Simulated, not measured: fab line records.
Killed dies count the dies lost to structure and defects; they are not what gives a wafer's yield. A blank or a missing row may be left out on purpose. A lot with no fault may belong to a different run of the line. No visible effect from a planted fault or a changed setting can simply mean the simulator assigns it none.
Which tool is to blame? || flow gf180mcu || 13 lots with 39 wafers sampled at 4 steps, on a route of 602 steps

== WHAT EACH GAUGE READ, for each wafer ==
GF_POLY_GATE_THK_MEAS_01.
{"lot": "L940", "measured": "day 8 11:24", "on": "filmMetro-01", "POLY_GATE_CVD_00_THK (nm)": "202.3 202.2 200.6"}
{"lot": "L942", "measured": "day 9 00:40", "on": "filmMetro-01", "POLY_GATE_CVD_00_THK (nm)": "199.8 200.7 200.9"}
{"lot": "L943", "measured": "day 9 08:46", "on": "filmMetro-02", "POLY_GATE_CVD_00_THK (nm)": "201.3 201.1 201.4"}
{"lot": "L944", "measured": "day 9 15:55", "on": "filmMetro-01", "POLY_GATE_CVD_00_THK (nm)": "201.5 200.7 200.8"}
{"lot": "L945", "measured": "day 9 22:26", "on": "filmMetro-03", "POLY_GATE_CVD_00_THK (nm)": "200.1 200.5 199.4"}
{"lot": "L949", "measured": "day 11 02:20", "on": "filmMetro-03", "POLY_GATE_CVD_00_THK (nm)": "202.0 201.2 200.6"}
{"lot": "L952", "measured": "day 12 01:48", "on": "filmMetro-01", "POLY_GATE_CVD_00_THK (nm)": "199.3 198.4 199.5"}
{"lot": "L953", "measured": "day 12 07:25", "on": "filmMetro-02", "POLY_GATE_CVD_00_THK (nm)": "201.6 200.5 199.8"}
{"lot": "L957", "measured": "day 13 09:40", "on": "filmMetro-02", "POLY_GATE_CVD_00_THK (nm)": "199.5 199.6 199.2"}
{"lot": "L958", "measured": "day 13 16:24", "on": "filmMetro-02", "POLY_GATE_CVD_00_THK (nm)": "197.9 198.6 198.8"}
{"lot": "L959", "measured": "day 13 21:59", "on": "filmMetro-02", "POLY_GATE_CVD_00_THK (nm)": "198.9 197.9 198.3"}
{"lot": "L961", "measured": "day 14 14:50", "on": "filmMetro-03", "POLY_GATE_CVD_00_THK (nm)": "197.7 199.8 197.4"}
{"lot": "L962", "measured": "day 14 21:45", "on": "filmMetro-01", "POLY_GATE_CVD_00_THK (nm)": "200.9 200.5 202.6"}

== WHICH TOOL RAN EACH LOT (tool, then ch and the chambers of the sampled wafers, then the start) ==
{"lot": "L940", "GF_MVSD_STRIP_10": "plasmaAsher-02 ch 0,1, day 4 09:56", "GF_VT_IMPLANT_SOFTBAKE_36": "lithoTrack-04 ch 0, day 7 04:19", "GF_VT_IMPLANT_RTA_45": "rtpAnneal-02 ch 0, day 7 11:53"}
{"lot": "L942", "GF_MVSD_STRIP_10": "plasmaAsher-02 ch 0,1, day 4 21:59", "GF_VT_IMPLANT_SOFTBAKE_36": "lithoTrack-03 ch 0, day 7 17:28", "GF_VT_IMPLANT_RTA_45": "rtpAnneal-01 ch 0, day 8 01:51"}
{"lot": "L943", "GF_MVSD_STRIP_10": "plasmaAsher-03 ch 0,1, day 5 03:53", "GF_VT_IMPLANT_SOFTBAKE_36": "lithoTrack-01 ch 0, day 8 01:09", "GF_VT_IMPLANT_RTA_45": "rtpAnneal-02 ch 0, day 8 09:37"}
{"lot": "L944", "GF_MVSD_STRIP_10": "plasmaAsher-01 ch 0,1, day 5 10:32", "GF_VT_IMPLANT_SOFTBAKE_36": "lithoTrack-04 ch 0, day 8 08:49", "GF_VT_IMPLANT_RTA_45": "rtpAnneal-01 ch 0, day 8 17:50"}
{"lot": "L945", "GF_MVSD_STRIP_10": "plasmaAsher-02 ch 0,1, day 5 16:13", "GF_VT_IMPLANT_SOFTBAKE_36": "lithoTrack-04 ch 0, day 8 14:51", "GF_VT_IMPLANT_RTA_45": "rtpAnneal-01 ch 0, day 8 23:23"}
{"lot": "L949", "GF_MVSD_STRIP_10": "plasmaAsher-01 ch 0,1, day 6 15:05", "GF_VT_IMPLANT_SOFTBAKE_36": "lithoTrack-03 ch 0, day 9 17:11", "GF_VT_IMPLANT_RTA_45": "rtpAnneal-02 ch 0, day 10 02:32"}
{"lot": "L952", "GF_MVSD_STRIP_10": "plasmaAsher-02 ch 0,1, day 7 08:29", "GF_VT_IMPLANT_SOFTBAKE_36": "lithoTrack-04 ch 0, day 10 12:40", "GF_VT_IMPLANT_RTA_45": "rtpAnneal-01 ch 0, day 10 22:55"}
{"lot": "L953", "GF_MVSD_STRIP_10": "plasmaAsher-01 ch 0, day 7 14:17", "GF_VT_IMPLANT_SOFTBAKE_36": "lithoTrack-04 ch 0, day 10 19:22", "GF_VT_IMPLANT_RTA_45": "rtpAnneal-02 ch 0, day 11 04:58"}
{"lot": "L957", "GF_MVSD_STRIP_10": "plasmaAsher-01 ch 0,1, day 8 13:10", "GF_VT_IMPLANT_SOFTBAKE_36": "lithoTrack-01 ch 0, day 11 21:14", "GF_VT_IMPLANT_RTA_45": "rtpAnneal-02 ch 0, day 12 07:15"}
{"lot": "L958", "GF_MVSD_STRIP_10": "plasmaAsher-03 ch 0,1, day 8 19:41", "GF_VT_IMPLANT_SOFTBAKE_36": "lithoTrack-01 ch 0, day 12 05:11", "GF_VT_IMPLANT_RTA_45": "rtpAnneal-02 ch 0, day 12 15:23"}
{"lot": "L959", "GF_MVSD_STRIP_10": "plasmaAsher-01 ch 0,1, day 8 23:17", "GF_VT_IMPLANT_SOFTBAKE_36": "lithoTrack-03 ch 0, day 12 09:53", "GF_VT_IMPLANT_RTA_45": "rtpAnneal-02 ch 0, day 12 20:17"}
{"lot": "L961", "GF_MVSD_STRIP_10": "plasmaAsher-03 ch 0,1, day 9 12:47", "GF_VT_IMPLANT_SOFTBAKE_36": "lithoTrack-01 ch 0, day 13 01:28", "GF_VT_IMPLANT_RTA_45": "rtpAnneal-02 ch 0, day 13 11:52"}
{"lot": "L962", "GF_MVSD_STRIP_10": "plasmaAsher-01 ch 1, day 9 18:37", "GF_VT_IMPLANT_SOFTBAKE_36": "lithoTrack-01 ch 0, day 13 08:49", "GF_VT_IMPLANT_RTA_45": "rtpAnneal-01 ch 0, day 13 19:27"}
- GF_MVSD_STRIP_10: strips in O2/N2.
- GF_VT_IMPLANT_SOFTBAKE_36: time 60 s.
- GF_VT_IMPLANT_RTA_45: time 30 s.

== AS READ BY THE TOOLS THEMSELVES (means over the sampled wafers that have a number; for cases with no such wafer, the mark the record gives instead) ==
GF_MVSD_STRIP_10.
{"lot": "L940", "tool": "plasmaAsher-02", "chamberPressureMTorr (mTorr)": 1499.9, "drypumpMotorCurrentA (A)": 5.6, "heaterPowerW (W)": 361, "oesProductAu (a.u.)": 0.722, "stripTimeToEndpointS (s)": 36.99}
{"lot": "L942", "tool": "plasmaAsher-02", "chamberPressureMTorr (mTorr)": 1500.4, "drypumpMotorCurrentA (A)": 5.6, "heaterPowerW (W)": 364, "oesProductAu (a.u.)": 0.726, "stripTimeToEndpointS (s)": 37.15}
{"lot": "L943", "tool": "plasmaAsher-03", "chamberPressureMTorr (mTorr)": 1500.0, "drypumpMotorCurrentA (A)": 5.7, "heaterPowerW (W)": 356, "oesProductAu (a.u.)": 0.723, "stripTimeToEndpointS (s)": 37.05}
{"lot": "L944", "tool": "plasmaAsher-01", "chamberPressureMTorr (mTorr)": 1500.7, "drypumpMotorCurrentA (A)": 5.5, "heaterPowerW (W)": 312, "oesProductAu (a.u.)": 0.726, "stripTimeToEndpointS (s)": 37.09}
{"lot": "L945", "tool": "plasmaAsher-02", "chamberPressureMTorr (mTorr)": 1499.5, "drypumpMotorCurrentA (A)": 5.7, "heaterPowerW (W)": 331, "oesProductAu (a.u.)": 0.728, "stripTimeToEndpointS (s)": 37.11}
{"lot": "L949", "tool": "plasmaAsher-01", "chamberPressureMTorr (mTorr)": 1501.2, "drypumpMotorCurrentA (A)": 5.5, "heaterPowerW (W)": 309, "oesProductAu (a.u.)": 0.725, "stripTimeToEndpointS (s)": 37.16}
{"lot": "L952", "tool": "plasmaAsher-02", "chamberPressureMTorr (mTorr)": 1500.7, "drypumpMotorCurrentA (A)": 5.6, "heaterPowerW (W)": 328, "oesProductAu (a.u.)": 0.724, "stripTimeToEndpointS (s)": 37.10}
{"lot": "L953", "tool": "plasmaAsher-01", "chamberPressureMTorr (mTorr)": 1500.4, "drypumpMotorCurrentA (A)": 6.1, "heaterPowerW (W)": 269, "oesProductAu (a.u.)": 0.722, "stripTimeToEndpointS (s)": 36.92}
{"lot": "L957", "tool": "plasmaAsher-01", "chamberPressureMTorr (mTorr)": 1499.7, "drypumpMotorCurrentA (A)": 5.5, "heaterPowerW (W)": 308, "oesProductAu (a.u.)": 0.728, "stripTimeToEndpointS (s)": 36.80}
{"lot": "L958", "tool": "plasmaAsher-03", "chamberPressureMTorr (mTorr)": 1500.8, "drypumpMotorCurrentA (A)": 5.8, "heaterPowerW (W)": 355, "oesProductAu (a.u.)": 0.726, "stripTimeToEndpointS (s)": 37.00}
{"lot": "L959", "tool": "plasmaAsher-01", "chamberPressureMTorr (mTorr)": 1500.4, "drypumpMotorCurrentA (A)": 5.6, "heaterPowerW (W)": 306, "oesProductAu (a.u.)": 0.726, "stripTimeToEndpointS (s)": 37.00}
{"lot": "L961", "tool": "plasmaAsher-03", "chamberPressureMTorr (mTorr)": 1499.6, "drypumpMotorCurrentA (A)": 5.7, "heaterPowerW (W)": 360, "oesProductAu (a.u.)": 0.724, "stripTimeToEndpointS (s)": 36.82}
{"lot": "L962", "tool": "plasmaAsher-01", "chamberPressureMTorr (mTorr)": 1500.1, "drypumpMotorCurrentA (A)": 5.3, "heaterPowerW (W)": 327, "oesProductAu (a.u.)": 0.718, "stripTimeToEndpointS (s)": 36.99}

GF_VT_IMPLANT_SOFTBAKE_36.
{"lot": "L940", "tool": "lithoTrack-04", "heaterPowerTotalW (W)": 56.62, "runLengthS (s)": 89.38}
{"lot": "L942", "tool": "lithoTrack-03", "heaterPowerTotalW (W)": 56.58, "runLengthS (s)": 89.05}
{"lot": "L943", "tool": "lithoTrack-01", "heaterPowerTotalW (W)": 56.62, "runLengthS (s)": 89.12}
{"lot": "L944", "tool": "lithoTrack-04", "heaterPowerTotalW (W)": 56.59, "runLengthS (s)": 89.35}
{"lot": "L945", "tool": "lithoTrack-04", "heaterPowerTotalW (W)": 56.57, "runLengthS (s)": 89.36}
{"lot": "L949", "tool": "lithoTrack-03", "heaterPowerTotalW (W)": 56.58, "runLengthS (s)": 89.15}
{"lot": "L952", "tool": "lithoTrack-04", "heaterPowerTotalW (W)": 58.47, "runLengthS (s)": 84.39}
{"lot": "L953", "tool": "lithoTrack-04", "heaterPowerTotalW (W)": 60.40, "runLengthS (s)": 79.57}
{"lot": "L957", "tool": "lithoTrack-01", "heaterPowerTotalW (W)": 56.59, "runLengthS (s)": 89.03}
{"lot": "L958", "tool": "lithoTrack-01", "heaterPowerTotalW (W)": 56.60, "runLengthS (s)": 89.06}
{"lot": "L959", "tool": "lithoTrack-03", "heaterPowerTotalW (W)": 56.64, "runLengthS (s)": 89.12}
{"lot": "L961", "tool": "lithoTrack-01", "heaterPowerTotalW (W)": 56.61, "runLengthS (s)": 89.13}
{"lot": "L962", "tool": "lithoTrack-01", "heaterPowerTotalW (W)": 56.59, "runLengthS (s)": 89.13}

GF_VT_IMPLANT_RTA_45.
{"lot": "L940", "tool": "rtpAnneal-02", "chamberO2Ppm": 2.005, "lampPowerPct (%)": 35.8, "wafer_temp_C_max": 1052.8}
{"lot": "L942", "tool": "rtpAnneal-01", "chamberO2Ppm": 2.013, "lampPowerPct (%)": 34.5, "wafer_temp_C_max": 1053.4}
{"lot": "L943", "tool": "rtpAnneal-02", "chamberO2Ppm": 2.007, "lampPowerPct (%)": 35.7, "wafer_temp_C_max": 1052.9}
{"lot": "L944", "tool": "rtpAnneal-01", "chamberO2Ppm": 1.990, "lampPowerPct (%)": 34.5, "wafer_temp_C_max": 1053.2}
{"lot": "L945", "tool": "rtpAnneal-01", "chamberO2Ppm": 2.008, "lampPowerPct (%)": 34.5, "wafer_temp_C_max": 1054.9}
{"lot": "L949", "tool": "rtpAnneal-02", "chamberO2Ppm": 1.977, "lampPowerPct (%)": 35.7, "wafer_temp_C_max": 1054.6}
{"lot": "L952", "tool": "rtpAnneal-01", "chamberO2Ppm": 2.018, "lampPowerPct (%)": 34.5, "wafer_temp_C_max": 1054.5}
{"lot": "L953", "tool": "rtpAnneal-02", "chamberO2Ppm": 2.007, "lampPowerPct (%)": 35.7, "wafer_temp_C_max": 1053.0}
{"lot": "L957", "tool": "rtpAnneal-02", "chamberO2Ppm": 2.002, "lampPowerPct (%)": 35.7, "wafer_temp_C_max": 1053.1}
{"lot": "L958", "tool": "rtpAnneal-02", "chamberO2Ppm": 2.002, "lampPowerPct (%)": 35.7, "wafer_temp_C_max": 1053.6}
{"lot": "L959", "tool": "rtpAnneal-02", "chamberO2Ppm": 1.994, "lampPowerPct (%)": 35.7, "wafer_temp_C_max": 1053.0}
{"lot": "L961", "tool": "rtpAnneal-02", "chamberO2Ppm": 1.995, "lampPowerPct (%)": 35.7, "wafer_temp_C_max": 1054.0}
{"lot": "L962", "tool": "rtpAnneal-01", "chamberO2Ppm": 2.008, "lampPowerPct (%)": 34.5, "wafer_temp_C_max": 1054.4}

== THE ANSWER, worked out from the rows above alone ==
Rule: the lots themselves supply what counts as usual. Put in order of their means at a reading, lots are off if they are a third of the lots or fewer, leave a main group of 4 or more, and stand apart from it by a gap of 3 or more times the standard deviation of the main group's means; of several such gaps the widest counts. If all means in a main group match to the digits the tables above print for the reading, that group is not used. A lot without any number at a reading at which 4 lots or more have one is off too. Any other lot the step has rows for is counted as sound. After the gauges, taken in route order, come the tools' own readings; for these a lot's mean is taken, as printed above. The first step at which some lot is off is used, and at that step the reading that is off furthest; a lot without a number counts as furthest.
Off, at GF_VT_IMPLANT_SOFTBAKE_36 on heaterPowerTotalW: L952, L953. The main group: mean 56.60 W, standard deviation 0.02.
A tool fits if, at that step or a process step before it, it ran every lot that is off, and no sound lot after the first of them. One fits: GF_VT_IMPLANT_SOFTBAKE_36 on lithoTrack-04. A fault onset in the window from L945 (day 8 14:51, its last sound lot) to L952 (day 10 12:40, its first lot off) fits.
The tool's own readings at GF_VT_IMPLANT_SOFTBAKE_36 bear it out: on the lots that are off they differ by more than 5 times the standard deviation of the sound lots' means. heaterPowerTotalW reads 59.44 W there against 56.60 W on the sound lots; runLengthS reads 81.98 s there against 89.17 s on the sound lots.

== WHAT HAD BEEN PUT IN BY THE SIMULATOR ==
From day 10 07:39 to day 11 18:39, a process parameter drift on lithoTrack-04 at GF_VT_IMPLANT_SOFTBAKE_36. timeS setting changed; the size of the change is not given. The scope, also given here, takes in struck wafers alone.
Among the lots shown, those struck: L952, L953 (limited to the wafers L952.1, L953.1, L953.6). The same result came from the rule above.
